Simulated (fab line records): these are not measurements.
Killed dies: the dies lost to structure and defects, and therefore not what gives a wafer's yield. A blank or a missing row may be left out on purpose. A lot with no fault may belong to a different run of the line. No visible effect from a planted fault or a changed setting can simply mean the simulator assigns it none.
A struck lot beside a sound one + flow sfqLine + 15 steps out of a route of 325
Sound: these wafers, L461.2, L461.3, L461.6. Struck: wafers L477.2, L477.3. The cause is given at the end.
For every step that has rows: the tool of each side, followed by ch and its chambers, followed by its first start. Under that, the readings that differ: sound wafers + struck wafers + difference of the means + sigmas: that difference in standard deviations of wafers without a fault.
alike: words and numbers the same on both sides, and readings whose means are apart by under 2 such deviations; not compared: readings that were withheld, readings missing a value for some wafer, numbers with overlapping values and no deviation given by the record, and bounds like >300 which may hide the same value.
Wherever a step has rows on one side only, a row that says differs or no value, or a row with sigmas, the two part there. Numbers that don't overlap but have no deviation are shown without sigmas and don't part them. Lack of a reading on every wafer of one side parts them only where that side has two or more wafers.

SFQ_TRILAYER_R5_DEP_SPUTTER_132: material Ti, target thk 5 nm, time 5 s.
  sound on pvdSputter-04, day 58 11:05; struck on pvdSputter-04, day 65 05:54
  alike: throttleValvePct
SFQ_TRILAYER_R5_DEP_SPUTTER_133: material MoNx, target thk 40 nm, time 66.7 s.
  sound on pvdSputter-04, day 58 11:07; struck on pvdSputter-04, day 65 05:55
  alike: throttleValvePct
SFQ_TRILAYER_R5_DEP_SPUTTER_134: material Ti, target thk 5 nm, time 5 s.
  sound on pvdSputter-04, day 58 11:10; struck on pvdSputter-04, day 65 05:58
  alike: throttleValvePct
SFQ_R5_RS_MEAS_933: a four-point-probe measurement.
  sound on filmMetro-02, day 58 11:13; struck on filmMetro-02, day 65 06:01
  alike: R5_MONX_RS
SFQ_R5_THK_MEAS_934: measures by xrf.
  sound on filmMetro-02, day 58 11:19; struck on filmMetro-02, day 65 06:07
  alike: R5_MONX_THK
then, 6 steps without rows for these wafers: SFQ_TRILAYER_R5_LITHO_COAT_141 (resist thk 62 nm); SFQ_TRILAYER_R5_LITHO_COAT_136 (resist thk 600 nm); SFQ_TRILAYER_R5_LITHO_SOFTBAKE_140; SFQ_TRILAYER_R5_LITHO_EXPOSE_137 (exposes mask R5, target cd 500 nm); SFQ_TRILAYER_R5_LITHO_PEB_139 (peb time 60 s); SFQ_TRILAYER_R5_LITHO_DEVELOP_138 (time 60 s).
-- the record jumps here: 5 days lie between the struck wafers' starts before and after --
SFQ_R5_OVL_MEAS_935:
  sound on overlay-01, day 58 14:23; struck on overlay-01, day 69 22:50
  alike: R5_OVL
SFQ_TRILAYER_R5_BARC_OPEN_METAL_ETCH_177: etches BARC in O2, target depth 125 nm, time 41.7 s.
  sound on rieMetal-03 ch 0,1, day 58 14:25; struck on rieMetal-04 ch 0,1, day 69 22:52
| reading                                            | sound             | struck      | difference | sigmas |
|----------------------------------------------------|-------------------|-------------|------------|--------|
| heBacksideLeakSccm (sccm)                          | 3.62 3.67 4.02    | 3.44 3.26   | -0.42      | -2     |
| oesProductAu (a.u.)                                | 0.687 0.689 0.692 | 0.629 0.621 | -0.064     | -13    |
| runLengthS (s)                                     | 69.8 69.3 69.4    | 78.5 78.5   | +9.0       | +24    |
| model.KrF_of_TRILAYER_R5_LITHO_COAT_136.thkNm (nm) | 525.3 526.7 526.2 | 508 509.6   | -17        |        |
  alike: drypumpMotorCurrentA
  not compared: rfHoursCounterH
SFQ_TRILAYER_R5_ETCH_METAL_ETCH_139: etches the open film in Cl2, stops on SiO2, target depth 60 nm, time 40 s.
  sound on rieMetal-03 ch 0,1, day 58 14:28; struck on rieMetal-04 ch 0,1, day 69 22:55
| reading                                            | sound             | struck      | difference | sigmas |
|----------------------------------------------------|-------------------|-------------|------------|--------|
| oesProductAu (a.u.)                                | 0.986 0.985 0.985 | 1.006 0.992 | +0.014     | +2     |
| model.KrF_of_TRILAYER_R5_LITHO_COAT_136.thkNm (nm) | 501.1 502.9 502.6 | 483.5 485.9 | -17.5      |        |
  alike: drypumpMotorCurrentA, heBacksideLeakSccm, runLengthS
  not compared: rfHoursCounterH
SFQ_TRILAYER_R5_STRIP_STRIP_140: strips in O2.
  sound on rieMetal-03 ch 0,1, day 58 14:32; struck on rieMetal-04 ch 0,1, day 69 22:59
  alike: drypumpMotorCurrentA, heBacksideLeakSccm, oesProductAu
  not compared: rfHoursCounterH

== WHERE THEY PART ==
Earliest at SFQ_TRILAYER_R5_BARC_OPEN_METAL_ETCH_177; latest, in this record, at SFQ_TRILAYER_R5_ETCH_METAL_ETCH_139. Later steps at which nothing parts them and some readings are alike: SFQ_TRILAYER_R5_STRIP_STRIP_140.

WHY: the cause the simulator had injected
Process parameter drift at SFQ_TRILAYER_R5_BARC_OPEN_METAL_ETCH_177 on rieMetal-04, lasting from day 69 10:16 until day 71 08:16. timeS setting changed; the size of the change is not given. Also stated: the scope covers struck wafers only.
